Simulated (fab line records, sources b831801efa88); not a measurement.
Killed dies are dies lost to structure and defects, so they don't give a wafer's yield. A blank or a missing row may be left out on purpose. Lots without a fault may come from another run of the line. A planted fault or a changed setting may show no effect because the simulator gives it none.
Which tool did it? | flow gf180mcu | 6 lots, 18 wafers sampled, at 1 step of a route of 602

WHAT THE GAUGES READ, wafer by wafer
GF_HV_LDD_TW_MEAS_50.
lot  | measured     | on            | HV_LDD_4_TW
L801 | day 12 08:40 | film_metro-03 | 573 574 571
L803 | day 13 10:41 | film_metro-04 | 579 580 578
L813 | day 17 05:07 | film_metro-01 | 567 568 568
L816 | day 17 19:59 | film_metro-04 | 576 575 576
L819 | day 18 18:37 | film_metro-04 | 579 578 581
L822 | day 20 00:28 | film_metro-03 | 568 567 565

WHICH TOOL RAN EACH LOT (tool, then ch and the chambers of the sampled wafers, then the start)
The record holds no process step before these readings.

THE ANSWER, worked out from the rows above alone
Rule: what is usual is taken from the lots themselves. Put in order of their means at a reading, lots are off if they are a third of the lots or fewer, leave a main group of 4 or more, and stand apart from it by a gap of 3 or more times the standard deviation of the main group's means; of several such gaps the widest counts. A main group whose means are all the same, to the digits that the tables above print for the reading, isn't used. A lot without any number at a reading at which 4 lots or more have one is off too. The other lots that the step has rows for count as sound.
No lot is off at any reading shown: from this, nothing can be told.

WHAT THE SIMULATOR HAD PUT IN
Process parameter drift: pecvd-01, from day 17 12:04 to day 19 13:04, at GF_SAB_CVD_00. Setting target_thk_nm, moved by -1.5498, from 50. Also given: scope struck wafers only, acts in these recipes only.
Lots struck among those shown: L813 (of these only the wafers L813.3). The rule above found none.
